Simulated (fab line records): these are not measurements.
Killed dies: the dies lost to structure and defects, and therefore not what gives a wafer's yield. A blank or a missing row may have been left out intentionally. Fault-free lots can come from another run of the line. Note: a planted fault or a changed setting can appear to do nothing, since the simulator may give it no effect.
fab line records | flow gf180mcu
record: lots: 6 | wafers: 18 | lastDay: 34
route steps=602 shown V1@344
lots that met no fault: from a run of the same line without faults
startH: hours from the record's opening day to when the first of the lot's shown wafers began | waitH: hours elapsed since this lot's preceding step | " unchanged from the row above | L1.1+2: several wafers, shown together as one row | - no value, or no start was given | * or withheld: withheld | < > ~ a bound
route shown NAME@n: a module of which the file shows steps, and the number in the route of the first | usual: average and standard deviation across the fault-free wafers | same: alike in all rows | chamber/n: place in a boat | sites: the reading at each site | _std_site: their standard deviation | _edge_site: outer sites' mean less inner sites' | radiusMm: how far each site lies from the wafer's centre | mask NAME#n: copy n | behind: the most recent tool/chamber to have shaped the wafer | hold: cause of the lot's hold/its duration in hours/its outcome | device: the transistor (n, p or np) that didn't switch | end of line: at the end of the route, the tests of the same wafers | where a step has no rows: the recipe by itself | killed: count of dies lost to structure and defects at first sort (not the wafer's yield) | map: the dies of a wafer, with x for killed, . for not killed, _ for no die there
set.NAME: the setting the step ran with; set.NAME@STEP: the setting that earlier step ran with | model.NAME: the simulator's own value behind a step, which no gauge read
lots at some steps of the route; a table a step, a row a wafer
services: from which hour (startH, from the record's first day; less than 0 if before it) a tool's chamber was out of use, for how many hours, and why
== steps ==
step: GF_V1_COAT_09
recipe: resist: KrF | spinRpm: withheld | resistThkNm: 1000
step: GF_V1_SOFTBAKE_10
recipe: tempC: 130 | timeS: 60 | resist: KrF
step: GF_V1_EXPOSE_11
recipe: maskId: Via1 | targetCdNm: 260 | na: 0.68 | sourceShape: conventional | sigmaOuter: 0.6 | doseMj: 38
step: GF_V1_PEB_12
recipe: pebTempC: 135 | pebTimeS: 90 | resist: KrF
step: GF_V1_DEVELOP_13
recipe: developTimeS: 60 | resist: KrF | devTempC: 21
step: GF_V1_CD_MEAS_14
recipe: targetCdNm: 260
usual: cdNm: 259.9/1.1
lot.wafer | tool     | chamber | startH | waitH | cdNm
L907.2    | cdSem-01 | -       | 472.08 | 0.1   | 262.1
L907.4    | "        | -       | "      | "     | 261.5
L907.6    | "        | -       | "      | "     | 261.3
L908.3    | cdSem-02 | -       | 474.77 | 0.1   | 259.1
L908.4    | "        | -       | "      | "     | 258.8
L908.6    | "        | -       | "      | "     | 258.5
L912.1    | cdSem-01 | -       | 513.03 | 0.1   | 257.7
L912.2    | "        | -       | "      | "     | 258.9
L912.3    | "        | -       | "      | "     | 259.2
L913.1    | cdSem-02 | -       | 521.06 | 0.1   | 260.0
L913.3    | "        | -       | "      | "     | 259.6
L913.6    | "        | -       | "      | "     | 260.0
L919.1    | cdSem-02 | -       | 573.28 | 0.1   | 259.8
L919.4    | "        | -       | "      | "     | 261.3
L919.5    | "        | -       | "      | "     | 259.3
L924.1    | cdSem-02 | -       | 607.68 | 0.1   | 261.9
L924.4    | "        | -       | "      | "     | 261.7
L924.5    | "        | -       | "      | "     | 262.2
step: GF_V1_OVL_MEAS_15
usual: V1_OVL: 2/6.3
lot.wafer | tool       | chamber | startH | waitH | V1_OVL[nm]
L907.2    | overlay-02 | -       | 472.18 | 0.1   | -3
L907.4    | "          | -       | "      | "     | -5
L907.6    | "          | -       | "      | "     | 0
L908.3    | overlay-02 | -       | 474.87 | 0.1   | 2
L908.4    | "          | -       | "      | "     | 4
L908.6    | "          | -       | "      | "     | 0
L912.1    | overlay-02 | -       | 513.15 | 0.1   | 12
L912.2    | "          | -       | "      | "     | 15
L912.3    | "          | -       | "      | "     | 4
L913.1    | overlay-01 | -       | 521.18 | 0.1   | -3
L913.3    | "          | -       | "      | "     | 0
L913.6    | "          | -       | "      | "     | -4
L919.1    | overlay-01 | -       | 573.40 | 0.1   | 0
L919.4    | "          | -       | "      | "     | -2
L919.5    | "          | -       | "      | "     | -7
L924.1    | overlay-01 | -       | 607.80 | 0.1   | 1
L924.4    | "          | -       | "      | "     | 8
L924.5    | "          | -       | "      | "     | -1
step: GF_V1_ETCH_16
recipe: chemistry: N2/H2 | targetDepthA: withheld | overetchA: withheld | timeS: withheld | target: BARC | ionEnergyEv: 200 | sourceW: 500 | biasW: 100 | pressureMtorr: 30 | n2FlowSccm: 100 | h2FlowSccm: 200
usual: drypumpMotorCurrentA: 5.7/0.48 | oesProductAu: 0.854/0.0053 | rfFwdPowerW: 494.6/2.5 | throttleValvePct: 13.224/0.0089
lot.wafer | tool       | chamber | startH | waitH | drypumpMotorCurrentA | oesProductAu | rfFwdPowerW | throttleValvePct
L907.2    | rieDiel-02 | 0       | 472.21 | 0.0   | 5.3                  | 0.858        | 494.1       | 13.222
L907.4    | "          | 3       | "      | "     | 5.5                  | 0.859        | 493.0       | 13.233
L907.6    | "          | 3       | "      | "     | 5.5                  | 0.859        | 491.5       | 13.208
L908.3    | rieDiel-02 | 2       | 474.89 | 0.0   | 5.7                  | 0.852        | 496.3       | 13.219
L908.4    | "          | 0       | "      | "     | 5.3                  | 0.859        | 491.5       | 13.214
L908.6    | "          | 0       | "      | "     | 5.3                  | 0.853        | 492.2       | 13.221
L912.1    | rieDiel-03 | 3       | 513.19 | 0.0   | 5.1                  | 0.858        | 494.6       | 13.227
L912.2    | "          | 1       | "      | "     | 6.3                  | 0.857        | 492.5       | 13.223
L912.3    | "          | 2       | "      | "     | 5.9                  | 0.868        | 497.9       | 13.207
L913.1    | rieDiel-03 | 2       | 521.21 | 0.0   | 6.0                  | 0.853        | 500.0       | 13.223
L913.3    | "          | 3       | "      | "     | 5.1                  | 0.841        | 494.8       | 13.217
L913.6    | "          | 1       | "      | "     | 6.3                  | 0.852        | 492.9       | 13.227
L919.1    | rieDiel-01 | 3       | 573.43 | 0.0   | 6.5                  | 0.854        | 496.5       | 13.226
L919.4    | "          | 3       | "      | "     | 6.5                  | 0.854        | 495.0       | 13.211
L919.5    | "          | 1       | "      | "     | 6.2                  | 0.857        | 495.7       | 13.229
L924.1    | rieDiel-02 | 1       | 607.84 | 0.0   | 6.2                  | 0.862        | 494.5       | 13.224
L924.4    | "          | 3       | "      | "     | 5.5                  | 0.857        | 492.6       | 13.230
L924.5    | "          | 3       | "      | "     | 5.5                  | 0.842        | 493.2       | 13.230
step: GF_V1_ETCH_17
recipe: chemistry: C4F8/O2/Ar | maskMaterial: KrF | target: SiO2 | stopOn: TiN | sourceW: 1500 | biasW: 1200 | pressureMtorr: 40 | c4f8FlowSccm: withheld | O2_flow_sccm: 6 | Ar_flow_sccm: 300 | timeS: withheld | targetDepthA: 6300
usual: oesProductAu: 0.856/0.0046 | rfFwdPowerW: 1492/5.3
lot.wafer | tool       | chamber | startH | waitH | oesProductAu | rfFwdPowerW
L907.2    | rieDiel-02 | 0       | -      | -     | 0.852        | 1496
L907.4    | "          | 3       | "      | "     | 0.861        | 1487
L907.6    | "          | 3       | "      | "     | 0.857        | 1489
L908.3    | rieDiel-02 | 2       | -      | -     | 0.861        | 1489
L908.4    | "          | 0       | "      | "     | 0.850        | 1482
L908.6    | "          | 0       | "      | "     | 0.856        | 1484
L912.1    | rieDiel-03 | 3       | -      | -     | 0.862        | 1497
L912.2    | "          | 1       | "      | "     | 0.858        | 1489
L912.3    | "          | 2       | "      | "     | 0.852        | 1495
L913.1    | rieDiel-03 | 2       | -      | -     | 0.849        | 1489
L913.3    | "          | 3       | "      | "     | 0.858        | 1496
L913.6    | "          | 1       | "      | "     | 0.856        | 1487
L919.1    | rieDiel-01 | 3       | -      | -     | 0.861        | 1498
L919.4    | "          | 3       | "      | "     | 0.859        | 1494
L919.5    | "          | 1       | "      | "     | 0.848        | 1497
L924.1    | rieDiel-02 | 1       | -      | -     | 0.851        | 1488
L924.4    | "          | 3       | "      | "     | 0.855        | 1486
L924.5    | "          | 3       | "      | "     | 0.856        | 1487
step: GF_V1_STRIP_18
recipe: chemistry: O2/N2 | powerW: 1400 | pressureMtorr: 1500 | platenTempC: 250 | o2FlowSccm: 3000 | n2FlowSccm: 300 | overashFraction: 0.5
usual: drypumpMotorCurrentA: 5.9/0.33 | heaterPowerW: 326/13 | oesProductAu: 0.593/0.0048
lot.wafer | tool           | chamber | startH | waitH | drypumpMotorCurrentA | heaterPowerW | oesProductAu | rfHoursCounterH
L907.2    | plasmaAsher-02 | 0       | 472.34 | -     | 5.8                  | 325          | 0.594        | 65
L907.4    | "              | 1       | "      | "     | 6.2                  | 327          | 0.593        | -
L907.6    | "              | 0       | "      | "     | 5.8                  | 324          | 0.594        | -
L908.3    | plasmaAsher-04 | 0       | 475.05 | -     | 6.2                  | 344          | 0.594        | -
L908.4    | "              | 1       | "      | "     | 5.3                  | 317          | 0.587        | -
L908.6    | "              | 1       | "      | "     | 5.3                  | 315          | 0.595        | -
L912.1    | plasmaAsher-04 | 1       | 513.32 | -     | 5.3                  | 314          | 0.589        | 8
L912.2    | "              | 0       | "      | "     | 6.2                  | 342          | 0.602        | 8
L912.3    | "              | 0       | "      | "     | 6.2                  | 342          | 0.588        | -
L913.1    | plasmaAsher-02 | 0       | 521.34 | -     | 5.8                  | 319          | 0.592        | 70
L913.3    | "              | 1       | "      | "     | 6.3                  | 333          | 0.592        | -
L913.6    | "              | 0       | "      | "     | 5.8                  | 327          | 0.594        | -
L919.1    | plasmaAsher-04 | 1       | 573.56 | -     | 5.3                  | 309          | 0.587        | 14
L919.4    | "              | 0       | "      | "     | 6.3                  | 351          | 0.599        | -
L919.5    | "              | 1       | "      | "     | 5.3                  | 316          | 0.598        | -
L924.1    | plasmaAsher-02 | 1       | 607.97 | -     | 6.3                  | 337          | 0.591        | 79
L924.4    | "              | 1       | "      | "     | 6.3                  | 330          | 0.590        | -
L924.5    | "              | 1       | "      | "     | 6.3                  | 327          | 0.594        | -
step: GF_V1_STRIP_19
recipe: chemistry: postEtchResidueRemover | timeS: 1200 | tempC: 72.5
step: GF_V1_CLEAN_20
recipe: chemistry: DIW | dry: n2Spin
step: GF_V1_SPUTTER_21
recipe: material: Ti | targetThkNm: 15 | chamberPressurePa: 5 | powerW: 2500 | substrateTempC: 200 | timeS: 80.02
usual: cathodeDcPowerW: 2500.0/0.43 | chamberPressurePa: 5.000/0.0095 | throttleValvePct: 30.1/1.5
lot.wafer | tool          | chamber | startH | waitH | cathodeDcPowerW | chamberPressurePa | throttleValvePct
L907.2    | pvdSputter-01 | -       | 472.91 | 0.0   | 2499.8          | 4.984             | 29.3
L907.4    | "             | -       | "      | "     | 2500.0          | 4.999             | 30.5
L907.6    | "             | -       | "      | "     | 2499.6          | 4.999             | 29.1
L908.3    | pvdSputter-04 | -       | 475.57 | 0.0   | 2499.5          | 5.006             | 31.0
L908.4    | "             | -       | "      | "     | 2499.6          | 5.015             | 31.1
L908.6    | "             | -       | "      | "     | 2499.6          | 5.008             | 30.9
L912.1    | pvdSputter-01 | -       | 513.88 | 0.0   | -               | -                 | -
L912.2    | "             | -       | "      | "     | -               | -                 | -
L912.3    | "             | -       | "      | "     | -               | -                 | -
L913.1    | pvdSputter-04 | -       | 521.91 | 0.0   | -               | -                 | -
L913.3    | "             | -       | "      | "     | -               | -                 | -
L913.6    | "             | -       | "      | "     | -               | -                 | -
L919.1    | pvdSputter-01 | -       | 574.13 | 0.0   | 2499.6          | 4.998             | 29.1
L919.4    | "             | -       | "      | "     | 2500.4          | 4.988             | 29.3
L919.5    | "             | -       | "      | "     | 2499.6          | 5.010             | 28.4
L924.1    | pvdSputter-03 | -       | 608.51 | 0.0   | 2500.4          | 4.989             | 31.6
L924.4    | "             | -       | "      | "     | 2499.6          | 4.983             | 32.6
L924.5    | "             | -       | "      | "     | 2500.5          | 4.991             | 31.5
step: GF_V1_SPUTTER_22
recipe: material: TiN | targetThkNm: 10 | chamberPressurePa: 5 | powerW: 4000 | timeS: 40
usual: cathodeDcPowerW: 4000.0/0.74 | chamberPressurePa: 5.000/0.011 | throttleValvePct: 30.1/1.5
lot.wafer | tool          | chamber | startH | waitH | cathodeDcPowerW | chamberPressurePa | throttleValvePct
L907.2    | pvdSputter-01 | -       | 472.98 | 0.0   | 3999.2          | 5.003             | 29.2
L907.4    | "             | -       | "      | "     | 3999.6          | 5.001             | 30.7
L907.6    | "             | -       | "      | "     | 3999.9          | 5.009             | 29.4
L908.3    | pvdSputter-04 | -       | 475.63 | 0.0   | 3999.6          | 4.994             | 31.0
L908.4    | "             | -       | "      | "     | 3999.6          | 5.006             | 31.6
L908.6    | "             | -       | "      | "     | 3999.9          | 5.005             | 31.1
L912.1    | pvdSputter-01 | -       | 513.94 | 0.0   | 4001.4          | 5.008             | 30.5
L912.2    | "             | -       | "      | "     | 3999.8          | 5.008             | 28.6
L912.3    | "             | -       | "      | "     | 3998.7          | 4.983             | 29.2
L913.1    | pvdSputter-04 | -       | 521.97 | 0.0   | 4000.2          | 5.008             | 31.0
L913.3    | "             | -       | "      | "     | 3999.8          | 4.996             | 30.7
L913.6    | "             | -       | "      | "     | 3998.5          | 4.996             | 30.9
L919.1    | pvdSputter-01 | -       | 574.19 | 0.0   | 3999.6          | 4.996             | 29.3
L919.4    | "             | -       | "      | "     | 4000.1          | 5.004             | 29.2
L919.5    | "             | -       | "      | "     | 4000.0          | 5.012             | 28.3
L924.1    | pvdSputter-03 | -       | 608.57 | 0.0   | 4000.1          | 4.999             | 31.5
L924.4    | "             | -       | "      | "     | 3999.8          | 5.003             | 32.9
L924.5    | "             | -       | "      | "     | 4000.4          | 4.985             | 31.9
== services ==
tool           | chamber | startH | hours | kind
rieDiel-03     | 0       | 449.28 | 2.3   | repair
pvdSputter-01  | -       | 450.34 | 9.0   | repair
pvdSputter-03  | -       | 453.06 | 13.1  | repair
rieDiel-03     | 0       | 455.39 | 2.1   | repair
pvdSputter-01  | -       | 456.40 | 1.1   | repair
rieDiel-01     | -       | 482.46 | 2.8   | pm
rieDiel-03     | 3       | 491.15 | 4.0   | repair
rieDiel-02     | 1       | 491.89 | 2.9   | repair
pvdSputter-03  | -       | 520.81 | 3.6   | repair
rieDiel-01     | -       | 543.56 | 0.7   | repair
plasmaAsher-04 | -       | 550.29 | 3.8   | repair
rieDiel-01     | 0       | 551.72 | -     | clean
rieDiel-01     | 0       | 551.72 | 15.8  | scheduledDown
rieDiel-01     | 0       | 551.72 | 15.8  | ventCycle
rieDiel-01     | 2       | 567.57 | -     | clean
rieDiel-01     | 2       | 567.57 | 18.9  | scheduledDown
rieDiel-02     | 0       | 572.37 | 1.3   | repair
rieDiel-01     | 3       | 575.70 | 7.0   | repair
rieDiel-01     | 1       | 583.02 | 17.3  | repair
rieDiel-01     | -       | 587.02 | 0.4   | repair
rieDiel-01     | 0       | 591.04 | 7.9   | repair
rieDiel-03     | 2       | 593.16 | 28.6  | repair
pvdSputter-04  | -       | 597.68 | 0.6   | repair
rieDiel-02     | -       | 608.35 | 0.1   | repair
== key ==
firstSign: step: GF_V1_SPUTTER_21 | reading: toolRecord | direction: missing
effect none on later readings
metAt GF_V1_SPUTTER_21
struckWafers L912.1,L912.2,L912.3,L913.1,L913.3,L913.6
laterRowsLeftOut L912.1,L912.2,L912.3,L913.1,L913.3,L913.6
sortLeftOut L912.1,L912.2,L912.3,L913.1,L913.3,L913.6
onsetBetween 475.57 513.88
fault: kind: skippedStepWhole | tool: pvdSputter-01,pvdSputter-04 | chamber: - | onsetH: 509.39 | steps: GF_V1_SPUTTER_21 | scope: struckLotsOnly
sortLeftOut: the simulated sort isn't trusted on such a fault, so these wafers' sort isn't shown, and their yield isn't known
laterRowsLeftOut: the simulator's readings of these wafers behind a module that went badly wrong aren't trusted and aren't shown, but for the sort
